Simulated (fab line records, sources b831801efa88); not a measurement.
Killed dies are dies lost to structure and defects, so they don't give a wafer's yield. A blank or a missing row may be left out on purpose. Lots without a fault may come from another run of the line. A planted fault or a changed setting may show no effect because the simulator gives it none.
Problem report in the 8D (eight disciplines) form, filled by code | flow gf180mcu | the parts of the form that need people (team, actions taken, sign-off) are left out

1. THE PROBLEM
CONTACT_W_RS at GF_CONTACT_RS_MEAS_25 reads a mean of 0.252 ohm/sq on 5 wafers of 3 lots; wafers without a fault read 0.380 ohm/sq with a standard deviation of 0.0055. That is -23 standard deviations from the usual mean.
The step: measures by four-point-probe.
First seen on wafer L808.1, day 18 10:28, on film_metro-04. The record holds 30 wafers of 11 lots with a number at this step. Rule for "out", or "out of limits": more than 4 standard deviations from the usual mean. The other wafers with a number count as sound.

2. WHAT IT IS AND WHAT IT IS NOT
question                    | is                                     | is not
which readings at this step | CONTACT_W_RS                           | -
which lots                  | L808, L809, L810                       | L805, L817, L820, L821, L822, L824, L825, L826
which wafers of those lots  | L808.1, L808.3, L809.1, L809.3, L810.3 | L810.6
read on which gauges        | film_metro-01, film_metro-04           | film_metro-03
when                        | from day 18 10:28                      | up to then (3 sound wafers); but 22 sound wafers of L810, L817, L820, L821, L822, L824, L825, L826 came after

3. SUSPECTS, AND WHAT RULES EACH OUT
Counting: a tool at a process step up to the reading stays a suspect if it ran every lot that is out. Sound lots after the first of them don't rule it out here, since some wafers of a struck lot are sound.
- the gauge at GF_CONTACT_RS_MEAS_25: ruled out. The wafers that are out were read on 2 gauges (film_metro-01, film_metro-04).
- pvd_sputter-03 at GF_CONTACT_SPUTTER_22 (material Ti, target thk 15 nm, time 80.02 s): kept. It ran every lot that is out, first L808 (day 18 10:16).
- cvd_w-02 at GF_CONTACT_CVD_24 (deposits W, target thk 300 nm, time 90.339 s): kept. It ran every lot that is out, first L808 (day 18 10:22).
Left after counting: pvd_sputter-03 at GF_CONTACT_SPUTTER_22, cvd_w-02 at GF_CONTACT_CVD_24.

4. THE CAUSE (what the simulator had put in)
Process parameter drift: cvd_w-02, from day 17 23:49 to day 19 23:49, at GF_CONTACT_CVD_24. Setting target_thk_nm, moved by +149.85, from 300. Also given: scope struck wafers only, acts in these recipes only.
Counting left 2 suspects, and this tool is among them.

5. THE CHAIN OF EFFECTS, in route order
Each row: a reading whose mean over the struck wafers that have a number lies more than 3 standard deviations from the usual. Only readings for which the record gives a usual standard deviation are gone through. hours: the time from each lot's start at the first step in this table that gives one to its start at this step, as a median over the lots. sigmas: the change in usual standard deviations.
hours | step                   | reading            | usual        | on struck wafers | change | sigmas
0     | GF_CONTACT_RS_MEAS_25  | CONTACT_W_RS       | 0.380 ohm/sq | 0.252            | -0.128 | -23
3     | GF_CONTACT_THK_MEAS_26 | CONTACT_W_THK      | 298 nm       | 439              | +141   | +28
6     | GF_CONTACT_CMP_27      | time_to_endpoint_s | 75 s         | 113              | +38    | +9.6
The process steps in it:
- GF_CONTACT_CMP_27: polishes, stops on SiO2, t overpolish 15 s, target thk 0 nm.

6. WHAT WOULD HAVE CAUGHT IT SOONER
In this record the first reading out of limits at a measuring or inspecting step was taken at day 18 10:28, 11 hours after the fault began at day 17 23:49.
Of the tool readings at GF_CONTACT_CVD_24 for which the record gives a usual standard deviation, none was out on any struck wafer, so an alarm limit of 4 standard deviations on them would not have fired.
Of the lots that are out (3), L809, L810 began GF_CONTACT_CVD_24 on cvd_w-02 after day 18 10:28. A hold on the tool at that time would have spared those 2.
